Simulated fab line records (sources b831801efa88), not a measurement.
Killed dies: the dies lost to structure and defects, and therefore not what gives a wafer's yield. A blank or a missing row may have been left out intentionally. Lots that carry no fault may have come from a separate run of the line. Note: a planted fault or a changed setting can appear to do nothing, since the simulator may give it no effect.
Comparing a struck lot with a sound one / flow sky130 / 17 out of 708 route steps
Sound: the wafers L629.1, L629.5, L629.6. Wafers L626.3, L626.4, L626.5 were the ones struck. At the end, the cause is stated.
Per side, at each step with rows, come the tool, then ch with its chambers, and then its first start. Under that, the readings that differ: sound wafers / struck wafers / difference of the means / sigmas: that difference in standard deviations of wafers without a fault.
alike: same words and numbers on both sides, and readings whose means sit less than 2 such deviations apart. not compared: any withheld reading, any reading some wafer has no value for, any bound like >300 that may hide the same value, and any number with overlapping values for which the record gives no deviation.
The two part at a step that has a row with sigmas, a row that says differs or no value, or rows on one side only. Numbers that have no deviation but don't overlap get no sigmas and don't part them. A reading missing from all wafers of one side parts the sides only when that side holds two or more wafers.

first, 5 steps without rows for these wafers: SKY_SD_N_COAT_02 (resist thk 1140 nm); SKY_SD_N_SOFTBAKE_03 (time 60 s); SKY_SD_N_EXPOSE_04 (exposes mask NSDM, target cd 380 nm); SKY_SD_N_PEB_05; SKY_SD_N_DEVELOP_06 (develop time 60 s).
SKY_SD_N_CD_MEAS_07 targets a cd of 380 nm.
  sound on cd-sem-01, day 31 08:25; struck on cd-sem-02, day 30 09:21
reading=cd-nm (nm); sound=380.2 377.6 378.9; struck=373.5 375.4 373.9; difference=-4.6; sigmas=-2
SKY_SD_N_OVL_MEAS_08:
  sound on overlay-02, day 31 08:32; struck on overlay-01, day 30 09:26
  alike: SD_N_OVL
then, 2 steps without rows for these wafers: SKY_SD_N_IMPLANT_09; SKY_SD_N_IMPLANT_10.
SKY_SD_N_STRIP_11: strips in O2/N2.
  sound on plasma-asher-03 ch 0,1, day 31 08:52; struck on plasma-asher-03 ch 0,1, day 30 09:48
  alike: drypump-motor-current-A, oes-product-au, strip-time-to-endpoint-s
  not compared: rf-hours-counter-h
SKY_SD_N_TW_MEAS_12:
  sound on film-metro-02, day 31 08:58; struck on film-metro-01, day 30 09:53
  alike: SD_N_TW
then, 1 step without rows for these wafers: SKY_SD_N_CLEAN_13 (cleans in SC1/SC2, time 150 s).
SKY_SD_N_RTA_14: time 2 s.
  sound on rtp-anneal-02 ch 0, day 31 09:08; struck on rtp-anneal-01 ch 0, day 30 10:00
reading=lamp-power-pct (%); sound=15.72 15.70 15.69; struck=14.60 14.65 14.62; difference=-1.08; sigmas=-22
  alike: ramp-up-c-per-s, wafer_temp_C_max
SKY_SD_N_RS_MEAS_16: measurement is done with a four-point probe.
  sound on film-metro-02, day 31 09:19; struck on film-metro-02, day 30 10:11
reading=SD_N_RS (ohm/sq); sound=68.50 68.61 68.59; struck=73.51 73.45 73.54; difference=+4.93; sigmas=+35
SKY_SD_N_RS_MEAS_17: measurement is done with a four-point probe.
  sound on film-metro-02, day 31 09:26; struck on film-metro-02, day 30 10:19
reading=SD_P_RS (ohm/sq); sound=146.9 147.1 146.8; struck=176.9 177.2 177.5; difference=+30.3; sigmas=+82
SKY_SD_N_RS_MEAS_18: measurement is done with a four-point probe.
  sound on film-metro-02, day 31 09:33; struck on film-metro-02, day 30 10:26
  alike: RES_XHIGH_RS
-- record jumps: 17 days separate the struck wafers' starts on either side; left off in module SD_N, taken up again in module PAD_OPEN, whose first shown step is the route's number 708 --
SKY_PAD_OPEN_PROBE_99:
  sound on prober-02, day 48 10:47; struck on prober-01, day 47 15:50
reading=model.etest.res-xhigh-po.line-ohm-um; sound=5583 5413 5735; struck=8083 7993 7704; difference=+2350; sigmas=
reading=model.etest.res-xhigh-po.rs-ohm-sq; sound=1994 1876 2017; struck=2827 2801 2719; difference=+820; sigmas=
reading=model.etest.pfet_01v8.r-on-ohm-um; sound=2978 2973 2997; struck=3279 3299 3279; difference=+303; sigmas=
reading=model.etest.tip-p.rs-ohm-sq; sound=7022 6985 6994; struck=7256 7224 7228; difference=+236; sigmas=
reading=model.etest.res-pdiff.line-ohm-um; sound=1400 1382 1402; struck=1694 1678 1640; difference=+276; sigmas=
reading=model.etest.res-high-po.line-ohm-um; sound=736.5 725 759.6; struck=1002 1001 995.9; difference=+259; sigmas=
reading=model.etest.licon-high-po.rc-ohm; sound=347.4 339.7 348; struck=552 543.9 538.5; difference=+200; sigmas=
  alike: killed_at_M0_to_M3, killed_at_M4_up, killed-at-contacts, killed-at-front-end, killed-at-other, killed-dies, killed-open, killed-short
  not compared: model.etest.pfet-g5v0d10v5.r-on-ohm-um

## WHERE THEY PART
At SKY_SD_N_CD_MEAS_07 first; at SKY_SD_N_RS_MEAS_17 last (within this record only). Later steps at which nothing parts them and some readings are alike: SKY_SD_N_RS_MEAS_18, SKY_PAD_OPEN_PROBE_99.

WHY: whatever the simulator had introduced
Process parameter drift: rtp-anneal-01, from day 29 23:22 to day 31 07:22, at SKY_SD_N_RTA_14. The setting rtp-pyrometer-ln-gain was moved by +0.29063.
